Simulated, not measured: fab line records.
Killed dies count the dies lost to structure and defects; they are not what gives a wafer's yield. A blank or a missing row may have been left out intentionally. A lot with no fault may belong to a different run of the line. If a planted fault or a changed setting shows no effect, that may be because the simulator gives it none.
fab line records	flow sky130
record lots=4	wafers=12	last_day=50
route steps=708 shown VIA3@593 METAL4@598 CAP2M@603 PAD_OPEN@708
lots that met no fault: taken from a fault-free run of the same line
start_h: start of the lot's first displayed wafer, in hours after the record's first day	wait_h: hours elapsed since this lot's preceding step	" unchanged from the row above	L1.1+2: one row covering several wafers at once	- no value, or no start was given	* or withheld: withheld	< > ~ a bound
route shown NAME@n: names a module that has steps shown in the file, with the first one's number in the route	usual: the fault-free wafers' mean and standard deviation	same: alike in all rows	chamber/n: place in a boat	sites: per-site readings	_std_site: how widely they spread, as a standard deviation	_edge_site: the outer-site mean with the inner-site mean subtracted	radius_mm: for every site, how far away it sits from the centre of the wafer	mask NAME#n: copy n	behind: the last tool/chamber to shape the wafer	hold: what put the lot on hold/how long, in hours/how the hold closed	device: the transistor (n, p or np) that didn't switch	end of line: the route-end tests of the same wafers	a step given without rows: its recipe and nothing more	killed: at the first sort, the dies lost to defects and structure; wafer yield is something else	map: the dies of a wafer, with x for killed, . for not killed, _ for no die there
set.NAME: the setting the step ran with; set.NAME@STEP: the setting that earlier step ran with	model.NAME: the simulator's own value behind a step, which no gauge read
a table for each step, a row for each wafer; lots at some steps of the route
services: from which hour (start_h, from the record's first day; less than 0 if before it) a tool's chamber was out of use, for how many hours, and why
## steps
# step SKY_VIA3_SPUTTER_20
# recipe material=TiN	target_thk_nm=20	chamber_pressure_pa=5	power_w=4000	time_s=80
# step SKY_VIA3_CVD_21
# recipe material=W	target_thk_nm=390	time_s=117.31	temp_c=400	pressure_torr=40
# step SKY_VIA3_CMP_24
# recipe stop_on=SiO2	t_overpolish_s=20	down_force_psi=3.5	platen_rpm=60	target_thk_nm=0	pad_velocity_m_s=0.94248
# step SKY_METAL4_SPUTTER_00
# recipe material=Ti	target_thk_nm=15	power_w=3000	time_s=10	chamber_pressure_pa=0.4
# step SKY_METAL4_SPUTTER_01
# recipe material=TiN	target_thk_nm=20	power_w=6500	time_s=16.7	chamber_pressure_pa=0.4
# step SKY_METAL4_SPUTTER_02
# recipe material=AlCu	target_thk_nm=735	power_w=10600	time_s=39.1	chamber_pressure_pa=0.4
# step SKY_METAL4_SPUTTER_03
# recipe material=Ti	target_thk_nm=5	power_w=3000	time_s=3.3	chamber_pressure_pa=0.4
# step SKY_METAL4_SPUTTER_04
# recipe material=TiN	target_thk_nm=70	power_w=6281	time_s=58.3	chamber_pressure_pa=0.4
# step SKY_CAP2M_CVD_00
# recipe material=SiO2	target_thk_nm=15.5	temp_c=400	time_s=withheld	rf_w=450
# step SKY_CAP2M_SPUTTER_02
# recipe material=TiN	target_thk_nm=200	temp_c=300	power_w=6500	time_s=166.7	chamber_pressure_pa=0.4
# usual throttle_valve_pct=30.2/0.75
lot.wafer	tool	chamber	start_h	wait_h	throttle_valve_pct	model.TiN_of_CAP2M_SPUTTER_02.thk_nm
L762.2	pvd_sputter-03	-	949.89	0.0	30.0	198.5
L762.3	"	-	"	"	30.2	197.6
L762.6	"	-	"	"	29.7	198.1
L770.1	pvd_sputter-03	-	1008.84	0.1	30.1	108.1
L770.3	"	-	"	"	29.6	200.1
L770.6	"	-	"	"	30.1	194.7
L771.2	pvd_sputter-03	-	1012.18	0.0	30.1	197.2
L771.4	"	-	"	"	30.0	107
L771.6	"	-	"	"	29.7	200.4
L781.3	pvd_sputter-02	-	1089.27	0.0	29.0	199.1
L781.5	"	-	"	"	31.4	200.2
L781.6	"	-	"	"	29.4	199.2
# step SKY_CAP2M_RS_MEAS_03
# recipe thk_meas_gauge=four-point-probe	reads=TiN_of_CAP2M_SPUTTER_02
# usual CAP2M_TIN_RS=6.94/0.08
lot.wafer	tool	chamber	start_h	wait_h	hold	CAP2M_TIN_RS[ohm/sq]
L762.2	film_metro-04	-	950.02	0.1	-	6.95
L762.3	"	-	"	"	-	6.98
L762.6	"	-	"	"	-	6.98
L770.1	film_metro-01	-	1008.94	0.1	await_dispo/0.2h/release	13.06
L770.3	"	-	"	"	await_dispo/0.2h/release	6.91
L770.6	"	-	"	"	await_dispo/0.2h/release	7.11
L770.1	film_metro-01	-	1009.23	0.3	-	13.05
L770.3	"	-	"	"	-	6.91
L770.6	"	-	"	"	-	7.11
L771.2	film_metro-02	-	1012.31	0.1	await_dispo/0.2h/release	7.02
L771.4	"	-	"	"	await_dispo/0.2h/release	13.19
L771.6	"	-	"	"	await_dispo/0.2h/release	6.89
L771.2	film_metro-02	-	1012.60	0.3	-	7.00
L771.4	"	-	"	"	-	13.17
L771.6	"	-	"	"	-	6.88
L781.3	film_metro-01	-	1089.42	0.1	-	6.94
L781.5	"	-	"	"	-	6.91
L781.6	"	-	"	"	-	6.94
# step SKY_CAP2M_THK_MEAS_04
# recipe thk_meas_gauge=xrf	reads=TiN_of_CAP2M_SPUTTER_02
# usual CAP2M_TIN_THK=198.5/2.5
lot.wafer	tool	chamber	start_h	wait_h	hold	CAP2M_TIN_THK[nm]
L762.2	film_metro-04	-	950.13	0.1	-	196.8
L762.3	"	-	"	"	-	196.0
L762.6	"	-	"	"	-	196.9
L770.1	film_metro-01	-	1012.74	3.5	await_dispo/0.2h/release	108.1
L770.3	"	-	"	"	await_dispo/0.2h/release	200.0
L770.6	"	-	"	"	await_dispo/0.2h/release	194.7
L770.1	film_metro-01	-	1012.96	0.2	-	108.5
L770.3	"	-	"	"	-	199.8
L770.6	"	-	"	"	-	193.9
L771.2	film_metro-02	-	1019.85	7.2	await_dispo/0.2h/release	197.4
L771.4	"	-	"	"	await_dispo/0.2h/release	106.6
L771.6	"	-	"	"	await_dispo/0.2h/release	200.8
L771.2	film_metro-02	-	1020.08	0.2	-	197.5
L771.4	"	-	"	"	-	107.1
L771.6	"	-	"	"	-	200.9
L781.3	film_metro-01	-	1089.52	0.1	-	198.6
L781.5	"	-	"	"	-	199.6
L781.6	"	-	"	"	-	198.6
# step SKY_CAP2M_HMDS_06
# recipe prime_time_s=60	prime_temp_c=120
# step SKY_CAP2M_COAT_07
# recipe resist=NOVOLAK	spin_rpm=3000	resist_thk_nm=1140
# step SKY_CAP2M_SOFTBAKE_08
# recipe temp_c=90	time_s=60	resist=NOVOLAK
# step SKY_CAP2M_EXPOSE_09
# recipe mask_id=CAP2M	na=0.6	source_shape=conventional	sigma_outer=0.6	polarization=unpolarized	target_cd_nm=1000	dose_mj=159
# step SKY_CAP2M_PEB_10
# recipe temp_c=withheld	time_s=*	resist=NOVOLAK
# step SKY_CAP2M_DEVELOP_11
# recipe resist=NOVOLAK	developer=TMAH	develop_time_s=60	dev_temp_c=23
# step SKY_CAP2M_METAL_ETCH_13
# recipe target_depth_nm=220	stop_on=SiO2	chemistry=Cl2/BCl3	target=TiN	pressure_mtorr=10	icp_w=900	bias_w=48.5	Cl2_flow_sccm=60	bcl3_flow_sccm=30	time_s=62.9
# usual bcl3_flow_sccm=30.01/0.092	drypump_motor_current_A=5.7/0.47	oes_product_au=0.939/0.0079	throttle_valve_pct=21.904/0.0095
lot.wafer	tool	chamber	start_h	wait_h	bcl3_flow_sccm	drypump_motor_current_A	oes_product_au	rf_hours_counter_h	throttle_valve_pct
L762.2	rie_metal-03	1	973.39	0.0	29.99	5.8	0.937	8	21.906
L762.3	"	0	"	"	30.04	6.3	0.931	-	21.903
L762.6	"	1	"	"	30.04	5.8	0.936	-	21.912
L770.1	rie_metal-01	1	1031.04	0.0	30.06	5.0	0.681	10	22.063
L770.3	"	0	"	"	30.01	5.7	0.943	-	21.900
L770.6	"	0	"	"	30.06	5.7	0.921	-	21.908
L771.2	rie_metal-04	1	1033.52	0.0	30.09	6.4	0.943	9	21.901
L771.4	"	0	"	"	30.09	5.7	0.677	-	22.064
L771.6	"	0	"	"	30.14	5.8	0.948	-	21.911
L781.3	rie_metal-04	1	1109.49	0.0	30.03	6.3	0.942	-	21.910
L781.5	"	0	"	"	30.12	5.8	0.933	-	21.906
L781.6	"	1	"	"	29.98	6.4	0.937	-	21.905
# step SKY_CAP2M_STRIP_14
# recipe chemistry=O2/N2	power_w=1400	pressure_mtorr=1500	platen_temp_c=withheld	o2_flow_sccm=3000	n2_flow_sccm=300	overash_fraction=0.5
# step SKY_CAP2M_STRIP_15
# recipe chemistry=post_etch_residue_remover	time_s=1200	temp_c=72.5
# step SKY_CAP2M_CLEAN_16
# recipe chemistry=IPA	time_s=180	temp_c=25
# step SKY_CAP2M_CLEAN_17
# recipe chemistry=O3/DIW	dry=n2_spin
# step SKY_METAL4_DEHYDRATE_05
# recipe temp_c=200	time_s=60
# step SKY_METAL4_HMDS_06
# recipe prime_time_s=60	prime_temp_c=120
# step SKY_METAL4_COAT_07
# recipe resist=BARC	temp_c=withheld	time_s=withheld	spin_rpm=3000	resist_thk_nm=60
# step SKY_METAL4_COAT_08
# recipe resist=KrF-thick	spin_rpm=3000	resist_thk_nm=1158
# step SKY_METAL4_SOFTBAKE_09
# recipe temp_c=100	time_s=90	resist=KrF-thick
# step SKY_METAL4_EXPOSE_10
# recipe mask_id=MM4	na=0.68	source_shape=annular	sigma_inner=0.4	sigma_outer=0.8	target_cd_nm=300	dose_mj=28
# step SKY_METAL4_PEB_11
# recipe peb_temp_c=withheld	peb_time_s=withheld	resist=KrF-thick
# step SKY_METAL4_DEVELOP_12
# recipe develop_time_s=60	resist=KrF-thick	dev_temp_c=21
# step SKY_METAL4_DESCUM_15
# recipe chemistry=O2	source_power_w=150	bias_power_w=0	pressure_mtorr=10	temp_c=40	time_s=8
# step SKY_METAL4_ETCH_16
# recipe chemistry=N2/H2	target=BARC	ion_energy_ev=200	bias_w=100	pressure_mtorr=30	n2_flow_sccm=100	h2_flow_sccm=200	icp_w=500	stop_on=SiO2	time_s=88.2	target_depth_a=600
# step SKY_METAL4_ETCH_17
# recipe target=SiO2	stop_on=TiN	chemistry=C4F8/O2/Ar	source_w=1500	bias_w=1200	pressure_mtorr=40	c4f8_flow_sccm=withheld	O2_flow_sccm=6	Ar_flow_sccm=300	time_s=3.9	target_depth_a=150
# step SKY_METAL4_METAL_ETCH_18
# recipe target_depth_a=8450	stop_on=SiO2	over_etch_frac=0.3	time_s=183.1	chemistry=Cl2/BCl3	resist_sidewall_deg=88	pressure_mtorr=10	icp_w=900	bias_w=48.5	Cl2_flow_sccm=60	bcl3_flow_sccm=30
# step SKY_METAL4_STRIP_20
# recipe chemistry=post_etch_residue_remover	time_s=1200	temp_c=72.5
lot.wafer	tool	chamber	start_h	wait_h	model.TiN_of_CAP2M_SPUTTER_02.thk_nm
L762.2	wet_bench-02	3	997.77	0.1	197.7
L762.3	"	3	"	"	196.8
L762.6	"	3	"	"	197.3
L770.1	wet_bench-02	1	1054.37	0.1	107.2
L770.3	"	1	"	"	199.2
L770.6	"	1	"	"	193.9
L771.2	wet_bench-02	1	1056.32	0.1	196.3
L771.4	"	1	"	"	106.1
L771.6	"	1	"	"	199.5
L781.3	wet_bench-03	2	1129.49	0.0	198.2
L781.5	"	2	"	"	199.4
L781.6	"	2	"	"	198.4
# step SKY_PAD_OPEN_PROBE_99
# usual defect_limited_yield=82.3/2	killed_at_M0_to_M3=43/6.8	killed_at_M4_up=3.2/1.9	killed_at_contacts=24/5	killed_at_front_end=16/4.9	killed_at_other=0.4/0.76	killed_dies=87/10	killed_open=47/7.3	killed_short=39/6.2	sort_bin_3_pad_short=0.9/0.4	sort_bin_5_function=10.5/1.5	sort_bin_6_memory=6.4/1.2	sort_n_pass=405/10	sort_yield_pct=82.3/2
# same gross_dies=492	killed_at_back_side=0	sort_bin_4_leakage[%]=0	sort_bin_8_speed[%]=0
lot.wafer	tool	chamber	start_h	wait_h	defect_limited_yield[%]	killed_at_M0_to_M3	killed_at_M4_up	killed_at_contacts	killed_at_front_end	killed_at_other	killed_dies	killed_open	killed_short	sort_bin_3_pad_short[%]	sort_bin_5_function[%]	sort_bin_6_memory[%]	sort_n_pass	sort_yield_pct[%]	model.etest.cap_mim2.plate_ohm_sq	model.etest.cap_mim2.bv_v	model.etest.cap_mim2.leak_log10_a_cm2
L762.2	prober-02	-	1090.92	0.1	84.3	32	3	27	15	0	77	41	36	0.2	9.1	6.3	415	84.3	6.007	14.36	-8.957
L762.3	prober-02	-	1090.97	0.2	83.7	35	1	30	14	0	80	39	41	0.8	10.2	5.3	412	83.7	6.151	14.09	-9.039
L762.6	prober-02	-	1091.12	0.2	80.7	42	9	21	23	0	95	57	38	1.6	10.2	7.5	397	80.7	6.018	14.52	-9.14
L770.1	prober-02	-	1141.12	0.1	82.3	41	4	19	19	4	87	42	43	1.0	10.8	5.9	405	82.3	11.14	11.54	-7.909
L770.3	prober-02	-	1141.22	0.2	85.4	34	9	19	10	0	72	36	35	0.2	8.7	5.7	420	85.4	6.086	14.15	-9.093
L770.6	prober-02	-	1141.37	0.2	81.5	49	2	24	14	2	91	55	33	0.6	12.0	5.9	401	81.5	6.143	14.59	-9.042
L771.2	prober-01	-	1142.25	0.1	82.1	50	1	16	20	1	88	51	37	0.6	8.9	8.3	404	82.1	6.057	14.34	-8.742
L771.4	prober-01	-	1142.35	0.2	82.9	47	4	19	14	0	84	46	38	0.8	10.8	5.5	408	82.9	11.16	11.99	-7.853
L771.6	prober-01	-	1142.45	0.2	79.5	48	3	33	17	0	101	59	42	1.0	12.4	7.1	391	79.5	5.976	14.37	-9.054
L781.3	prober-02	-	1201.91	0.2	80.7	54	0	26	15	0	95	51	43	0.4	11.8	7.1	397	80.7	6.011	14.07	-8.979
L781.5	prober-02	-	1202.01	0.2	81.9	49	3	22	15	0	89	44	43	0.6	11.8	5.7	403	81.9	5.975	13.84	-8.842
L781.6	prober-02	-	1202.06	0.2	86.4	31	4	22	10	0	67	31	36	0.2	8.5	4.9	425	86.4	6.019	13.73	-8.879
# killed by level:class
L762.2 CONTACT:geometric_particle:open=12 VIA1:geometric_particle:open=9 LI_CONTACT:geometric_particle:open=6 FIELD_ISO:geometric_particle:short=5 LOCAL_INTERCONNECT:geometric_particle:short=5 METAL2:geometric_particle:short=5 VIA3:geometric_particle:short=4 FIELD_ISO:geometric_particle:open=3
L762.3 CONTACT:geometric_particle:open=10 CONTACT:geometric_particle:short=7 VIA3:geometric_particle:open=7 METAL2:geometric_particle:short=6 VIA1:geometric_particle:open=5 FIELD_ISO:geometric_particle:short=4 FIELD_ISO:geometric_particle:open=4 LI_CONTACT:geometric_particle:open=4
L762.6 VIA1:geometric_particle:open=10 LI_CONTACT:geometric_particle:open=8 VIA3:geometric_particle:open=8 FIELD_ISO:geometric_particle:open=7 METAL4:geometric_particle:short=7 CONTACT:geometric_particle:open=6 VIA2:geometric_particle:open=6 METAL1:geometric_particle:short=5
L770.1 POLY_GATE:geometric_particle:short=7 VIA2:geometric_particle:open=7 CONTACT:geometric_particle:open=6 VIA3:geometric_particle:open=6 CONTACT:geometric_particle:short=5 VIA1:geometric_particle:open=5 FIELD_ISO:geometric_particle:short=4 VIA1:geometric_particle:short=4
L770.3 CONTACT:geometric_particle:open=8 METAL1:geometric_particle:short=8 METAL4:geometric_particle:short=6 VIA1:geometric_particle:open=5 METAL2:geometric_particle:short=5 FIELD_ISO:geometric_particle:open=4 LI_CONTACT:geometric_particle:open=4 VIA2:geometric_particle:open=4
L770.6 VIA1:geometric_particle:open=12 CONTACT:geometric_particle:open=8 VIA2:geometric_particle:open=8 VIA3:geometric_particle:open=8 FIELD_ISO:geometric_particle:open=6 VIA1:geometric_particle:short=6 LI_CONTACT:geometric_particle:open=5 METAL1:geometric_particle:short=5
L771.2 VIA1:geometric_particle:open=13 VIA3:geometric_particle:open=12 FIELD_ISO:geometric_particle:short=7 LI_CONTACT:geometric_particle:open=7 METAL3:geometric_particle:short=6 METAL1:geometric_particle:short=6 CONTACT:geometric_particle:open=5 VIA1:geometric_particle:short=4
L771.4 VIA1:geometric_particle:open=11 VIA3:geometric_particle:open=10 VIA2:geometric_particle:open=7 FIELD_ISO:geometric_particle:short=6 CONTACT:geometric_particle:short=6 CONTACT:geometric_particle:open=6 VIA1:geometric_particle:short=6 METAL3:geometric_particle:short=4
L771.6 CONTACT:geometric_particle:open=13 VIA1:geometric_particle:open=13 VIA3:geometric_particle:open=8 CONTACT:geometric_particle:short=7 LI_CONTACT:geometric_particle:open=6 VIA1:geometric_particle:short=6 FIELD_ISO:geometric_particle:open=5 POLY_GATE:geometric_particle:open=5
L781.3 VIA1:geometric_particle:open=12 VIA2:geometric_particle:open=10 CONTACT:geometric_particle:open=10 METAL1:geometric_particle:short=10 VIA2:geometric_particle:short=8 LI_CONTACT:geometric_particle:open=7 FIELD_ISO:geometric_particle:short=5 CONTACT:geometric_particle:short=4
L781.5 VIA1:geometric_particle:open=11 CONTACT:geometric_particle:open=8 METAL1:geometric_particle:short=7 VIA1:geometric_particle:short=7 LI_CONTACT:geometric_particle:open=6 VIA2:geometric_particle:open=6 METAL2:geometric_particle:short=4 FIELD_ISO:geometric_particle:short=3
L781.6 VIA1:geometric_particle:open=9 LI_CONTACT:geometric_particle:short=5 LOCAL_INTERCONNECT:geometric_particle:short=5 CONTACT:geometric_particle:open=5 METAL1:geometric_particle:short=5 VIA1:geometric_particle:short=5 POLY_GATE:geometric_particle:open=3 LI_CONTACT:geometric_particle:open=3
## services
tool	chamber	start_h	hours	kind
pvd_sputter-02	0	945.18	-	consumable_replace:kit
pvd_sputter-02	0	945.18	18.0	scheduled_down
pvd_sputter-02	0	945.18	18.0	vent_cycle
wet_bench-03	-	962.30	1.9	pm
wet_bench-02	-	995.87	1.1	repair
rie_metal-03	-	1023.00	19.2	repair
pvd_sputter-02	3	1031.35	-	consumable_replace:kit
pvd_sputter-02	3	1031.35	18.0	scheduled_down
pvd_sputter-02	3	1031.35	18.0	vent_cycle
pvd_sputter-03	0	1036.10	-	consumable_replace:kit
pvd_sputter-03	0	1036.10	18.0	scheduled_down
pvd_sputter-03	0	1036.10	18.0	vent_cycle
rie_metal-04	0	1043.23	22.2	repair
rie_metal-03	-	1050.76	0.2	repair
rie_metal-03	-	1067.54	0.6	repair
rie_metal-01	-	1093.02	2.8	pm
rie_metal-03	0	1106.19	-	clean
rie_metal-03	0	1106.19	18.2	scheduled_down
rie_metal-03	0	1106.19	18.2	vent_cycle
pvd_sputter-03	3	1117.30	-	consumable_replace:kit
pvd_sputter-03	3	1117.30	18.0	scheduled_down
pvd_sputter-03	3	1117.30	18.0	vent_cycle
pvd_sputter-02	-	1124.34	0.6	repair
## key
first_sign step=SKY_CAP2M_RS_MEAS_03	reading=visit	direction=added
effect step=SKY_CAP2M_RS_MEAS_03	reading=CAP2M_TIN_RS	direction=up	sigmas=77	usual=6.94	struck=13.13
effect step=SKY_CAP2M_THK_MEAS_04	reading=visit	direction=added
effect step=SKY_CAP2M_THK_MEAS_04	reading=CAP2M_TIN_THK	direction=down	sigmas=36	usual=198.5	struck=107.3
effect step=SKY_CAP2M_METAL_ETCH_13	reading=oes_product_au	direction=down	sigmas=33	usual=0.939	struck=0.679
model_effect step=SKY_CAP2M_SPUTTER_02	value=TiN_of_CAP2M_SPUTTER_02.thk_nm	without=195.8	struck=107.5
model_effect step=SKY_METAL4_STRIP_20	value=TiN_of_CAP2M_SPUTTER_02.thk_nm	without=195	struck=106.7
model_effect step=SKY_PAD_OPEN_PROBE_99	value=etest.cap_mim2.plate_ohm_sq	without=6.122	struck=11.15
met_at SKY_CAP2M_SPUTTER_02
struck_wafers L770.1,L771.4
onset_between 949.89 1008.84
fault kind=process_parameter_drift	tool=pvd_sputter-03	chamber=-	onset_h=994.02	steps=SKY_CAP2M_SPUTTER_02	channel=target_thk_nm	offset=-88.287	shape=step	end_h=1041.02	scope=struck_wafers_only	acts_in=these_recipes_only	stated=200
